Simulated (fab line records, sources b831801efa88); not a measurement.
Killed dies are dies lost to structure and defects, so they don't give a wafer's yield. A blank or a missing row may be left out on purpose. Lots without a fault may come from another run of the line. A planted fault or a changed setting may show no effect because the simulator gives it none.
Which tool did it? | flow gf180mcu | 12 lots, 36 wafers sampled, at 6 steps of a route of 602

WHAT THE GAUGES READ, wafer by wafer
GF_V4_RS_MEAS_24: measures by four-point-probe.
lot  | measured     | on            | V4_W_RS (ohm/sq)
L075 | day 25 00:06 | film_metro-01 | 0.324 0.330 0.325
L077 | day 25 14:29 | film_metro-03 | 0.320 0.330 0.315
L079 | day 25 23:57 | film_metro-02 | 0.323 0.330 0.326
L081 | day 27 00:01 | film_metro-01 | 0.329 0.331 0.326
L083 | day 27 11:11 | film_metro-02 | 0.315 0.331 0.316
L085 | day 28 02:56 | film_metro-03 | 0.328 0.332 0.325
L087 | day 28 16:17 | film_metro-03 | 0.320 0.334 0.328
L089 | day 29 05:06 | film_metro-01 | 0.327 0.315 0.330
L091 | day 30 11:14 | film_metro-02 | 0.318 0.327 0.328
L093 | day 30 19:12 | film_metro-02 | 0.330 0.335 0.332
L095 | day 31 00:56 | film_metro-03 | 0.331 0.317 0.328
L096 | day 31 12:30 | film_metro-02 | 0.333 0.333 0.330

WHICH TOOL RAN EACH LOT (tool, then ch and the chambers of the sampled wafers, then the start)
lot  | GF_SALICIDE_RTA_08               | GF_CONTACT_SPUTTER_22        | GF_CONTACT_SPUTTER_23        | GF_M2_SPUTTER_04             | GF_V2_SPUTTER_21
L075 | rtp_anneal-01 ch 0, day 15 16:41 | pvd_sputter-03, day 16 15:58 | pvd_sputter-03, day 16 16:02 | pvd_sputter-02, day 18 18:28 | pvd_sputter-04, day 20 20:53
L077 | rtp_anneal-02 ch 0, day 16 10:56 | pvd_sputter-04, day 17 10:44 | pvd_sputter-04, day 17 10:47 | pvd_sputter-02, day 19 13:41 | pvd_sputter-04, day 21 15:41
L079 | rtp_anneal-01 ch 0, day 16 19:28 | pvd_sputter-02, day 17 20:16 | pvd_sputter-02, day 17 20:20 | pvd_sputter-02, day 19 23:47 | pvd_sputter-04, day 22 01:41
L081 | rtp_anneal-02 ch 0, day 17 20:25 | pvd_sputter-03, day 18 21:37 | pvd_sputter-03, day 18 21:41 | pvd_sputter-01, day 21 01:57 | pvd_sputter-03, day 23 02:45
L083 | rtp_anneal-02 ch 0, day 18 08:07 | pvd_sputter-04, day 19 09:22 | pvd_sputter-04, day 19 09:25 | pvd_sputter-01, day 21 13:57 | pvd_sputter-02, day 23 14:10
L085 | rtp_anneal-01 ch 0, day 19 04:18 | pvd_sputter-04, day 20 05:31 | pvd_sputter-04, day 20 05:35 | pvd_sputter-02, day 22 08:35 | pvd_sputter-03, day 24 08:21
L087 | rtp_anneal-02 ch 0, day 19 20:55 | pvd_sputter-02, day 20 22:18 | pvd_sputter-02, day 20 22:22 | pvd_sputter-02, day 23 01:26 | pvd_sputter-03, day 25 00:32
L089 | rtp_anneal-01 ch 0, day 20 16:34 | pvd_sputter-03, day 21 17:28 | pvd_sputter-03, day 21 17:32 | pvd_sputter-02, day 23 18:29 | pvd_sputter-02, day 25 14:55
L091 | rtp_anneal-01 ch 0, day 22 04:00 | pvd_sputter-02, day 23 04:25 | pvd_sputter-02, day 23 04:29 | pvd_sputter-04, day 25 04:38 | pvd_sputter-04, day 27 00:24
L093 | rtp_anneal-01 ch 0, day 22 12:40 | pvd_sputter-03, day 23 12:58 | pvd_sputter-03, day 23 13:02 | pvd_sputter-02, day 25 12:15 | pvd_sputter-03, day 27 08:27
L095 | rtp_anneal-02 ch 0, day 22 22:43 | pvd_sputter-02, day 23 22:36 | pvd_sputter-02, day 23 22:40 | pvd_sputter-01, day 25 22:59 | pvd_sputter-04, day 27 17:39
L096 | rtp_anneal-02 ch 0, day 23 11:31 | pvd_sputter-04, day 24 10:37 | pvd_sputter-04, day 24 10:41 | pvd_sputter-01, day 26 09:32 | pvd_sputter-04, day 28 04:16
- GF_SALICIDE_RTA_08: time 30 s.
- GF_CONTACT_SPUTTER_22: material Ti, target thk 15 nm, time 80.02 s.
- GF_CONTACT_SPUTTER_23: material TiN, target thk 10 nm, time 40 s.
- GF_M2_SPUTTER_04: material TiN, target thk 50 nm, time 41.7 s.
- GF_V2_SPUTTER_21: material Ti, target thk 15 nm, time 80.02 s.

THE ANSWER, worked out from the rows above alone
Rule: what is usual is taken from the lots themselves. Put in order of their means at a reading, lots are off if they are a third of the lots or fewer, leave a main group of 4 or more, and stand apart from it by a gap of 3 or more times the standard deviation of the main group's means; of several such gaps the widest counts. A main group whose means are all the same, to the digits that the tables above print for the reading, isn't used. A lot without any number at a reading at which 4 lots or more have one is off too. The other lots that the step has rows for count as sound.
No lot is off at any reading shown: from this, nothing can be told.

WHAT THE SIMULATOR HAD PUT IN
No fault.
